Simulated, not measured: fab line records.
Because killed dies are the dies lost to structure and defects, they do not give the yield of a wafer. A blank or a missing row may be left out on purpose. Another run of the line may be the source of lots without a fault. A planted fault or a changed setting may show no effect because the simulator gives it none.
Comparing a struck lot with a sound one | flow sky130 | 15 steps out of a route of 708
Sound: wafers L164.3, L164.5, L164.6. Wafers L154.3, L154.5 were the ones struck. The cause comes at the end.
Per side, at each step with rows, come the tool, then ch with its chambers, and then its first start. Under that, the readings that differ: sound wafers | struck wafers | difference of the means | sigmas: that difference in standard deviations of wafers without a fault.
alike: a reading whose means differ by less than 2 such deviations, as well as words and numbers matching on both sides. not compared: withheld readings; readings where some wafer has no value; bounds like >300 that might hide an equal value; numbers whose values overlap and for which the record gives no deviation.
Wherever a step has rows on one side only, a row that says differs or no value, or a row with sigmas, the two part there. Numbers that don't overlap but have no deviation are shown without sigmas and don't part them. A reading that every wafer of one side lacks parts them only if that side has two wafers or more.

first, 5 steps without rows for these wafers: SKY_VT_ADJUST_LVTN_COAT_13 (resist thk 1140 nm); SKY_VT_ADJUST_LVTN_SOFTBAKE_14 (time 60 s); SKY_VT_ADJUST_LVTN_EXPOSE_15 (exposes mask HVN STD DERIVED, target cd 600 nm); SKY_VT_ADJUST_LVTN_PEB_16; SKY_VT_ADJUST_LVTN_DEVELOP_17 (develop time 60 s).
SKY_VT_ADJUST_LVTN_OVL_MEAS_18:
  struck on overlay-02, day 10 10:02; sound on overlay-02, day 13 06:44
  reading                    | sound        | struck    | difference | sigmas
  VT_ADJUST_LVTN_01_OVL (nm) | 1.6 0.8 -0.3 | -2.8 -3.1 | -3.7       | -3
next, for these wafers, 1 step has no rows: SKY_VT_ADJUST_LVTN_IMPLANT_19.
SKY_VT_ADJUST_LVTN_STRIP_20: strips in O2/N2.
  sound on plasma_asher-04 ch 0,1, day 13 06:57; struck on plasma_asher-02 ch 1, day 10 10:15
  alike: drypump_motor_current_A, oes_product_au, strip_time_to_endpoint_s
  not compared: rf_hours_counter_h
SKY_VT_ADJUST_LVTN_TW_MEAS_21:
  struck on film_metro-04, day 10 10:20; sound on film_metro-04, day 13 07:02
  alike: VT_ADJUST_LVTN_2_TW
then, 3 steps without rows for these wafers: SKY_VT_ADJUST_NCORE_DEHYDRATE_00 (time 60 s); SKY_VT_ADJUST_NCORE_HMDS_01 (prime time 60 s); SKY_VT_ADJUST_NCORE_COAT_02 (resist thk 1140 nm).
SKY_VT_ADJUST_NCORE_SOFTBAKE_03: time 60 s.
  sound on litho_track-04 ch 0, day 13 19:10; struck on litho_track-02 ch 0, day 10 22:08
  reading                  | sound             | struck      | difference | sigmas
  heater_power_total_W (W) | 56.50 56.53 56.59 | 57.15 57.15 | +0.61      | +12
  run_length_s (s)         | 88.65 88.95 88.79 | 87.45 87.34 | -1.40      | -5
  alike: chill_plate_temp_C
then, 1 step without rows for these wafers: SKY_VT_ADJUST_NCORE_EXPOSE_04 (exposes mask LVTN COMPLEMENT THIN, target cd 380 nm).
-- a jump in the record: the struck wafers' starts before and after are 37 days apart (it breaks off in module VT_ADJUST_NCORE and resumes in module PAD_OPEN, where the first step shown is number 708 of the route) --
SKY_PAD_OPEN_PROBE_99:
  struck on prober-01, day 48 06:32; sound on prober-01, day 50 07:04
  reading         | sound | struck | difference | sigmas
  killed_at_M4_up | 2 5 2 | 10 4   | +4         | +2
  alike: killed_at_M0_to_M3, killed_at_contacts, killed_at_front_end, killed_at_other, killed_dies, killed_open, killed_short

== WHERE THEY PART ==
Earliest at SKY_VT_ADJUST_LVTN_OVL_MEAS_18; latest, in this record, at SKY_PAD_OPEN_PROBE_99.

WHY: what the simulator had put in
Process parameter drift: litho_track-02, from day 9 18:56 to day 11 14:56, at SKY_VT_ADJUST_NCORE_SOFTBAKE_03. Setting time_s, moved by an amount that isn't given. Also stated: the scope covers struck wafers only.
